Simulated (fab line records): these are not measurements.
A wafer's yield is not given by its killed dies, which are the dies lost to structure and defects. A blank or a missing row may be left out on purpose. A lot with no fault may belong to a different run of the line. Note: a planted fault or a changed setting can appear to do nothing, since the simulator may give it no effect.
One fault seen from 2 desks ; flow gf180mcu ; each desk holds nothing but its own numbers, with what lay behind them at the end

## METROLOGY DESK
Lot by lot, what the gauges showed, no matter which tool ran the lot: averages of those sampled wafers that carry a number. Any lot whose mean is over 4 standard deviations away from the usual mean is out of limits and marked OUT; that distance is given in the brackets.
Columns: A = M1_OVL at GF_M1_OVL_MEAS_15, usual -1 nm; B = V1_OVL at GF_V1_OVL_MEAS_15, usual -2 nm; C = V1_W_RS at GF_V1_RS_MEAS_24, usual 0.324 ohm/sq; D = V1_W_THK at GF_V1_THK_MEAS_25, usual 362 nm
lot;first seen here;A;B;C;D
L646;day 17 01:11;-3;-2;0.328;356
L647;day 17 07:53;2;-3;0.328;355
L648;day 17 20:53;3;-1;0.324;359
L649;day 18 12:41;-4;3;0.327;358
L659;day 22 03:22;-4;-8;0.373 (+8.6) OUT;325 (-4.9) OUT
L660;day 22 08:28;-5;-6;0.329;357
L662;day 23 04:31;4;9;0.314;372
L664;day 23 15:39;6;3;0.317;373
L667;day 24 18:26;3;-12;0.316;371
L668;day 24 23:50;-1;-4;0.331;351
L669;day 25 03:59;-1;-10;0.315;380
This desk's result: L659 out of limits, first on L659 (V1_W_RS at GF_V1_RS_MEAS_24), day 23 05:01. In limits: L646, L647, L648, L649, L660, L662, L664, L667, L668, L669.

## AT THE TOOL OWNER'S DESK: cvd w-02
The tool's own readings at GF_V1_CVD_23 (deposits W, target thk 350 nm, time 105.05 s): means of the sampled wafers that have a number, for each lot that ran on this tool. Any lot whose mean is over 4 standard deviations away from the usual mean is out of limits and marked OUT; that distance is given in the brackets.
Columns: A = heater power outer w at GF_V1_CVD_23, usual 567 W; B = heater power w at GF_V1_CVD_23, usual 920 W
lot;first seen here;A;B
L646;day 18 03:02;566;928
L648;day 18 23:11;560;915
L659;day 23 04:55;552;906
L668;day 25 22:50;556;923
Finding of this desk: none of the 4 lots has anything out of limits.

## PUT TOGETHER
Metrology desk: alarm possible at day 23 05:01 on L659.
The tool owner's desk saw nothing out of limits.
Tool owner's desk: L659 on record, inside its limits.
The lots listed all ran GF_V1_CVD_23 on cvd w-02.

## WHAT THE SIMULATOR HAD PUT IN
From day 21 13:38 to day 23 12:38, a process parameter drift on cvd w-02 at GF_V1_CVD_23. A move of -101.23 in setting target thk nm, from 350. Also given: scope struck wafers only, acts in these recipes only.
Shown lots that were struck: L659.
Hours from the fault's start to each desk's first reading out of limits: the metrology desk, 39.
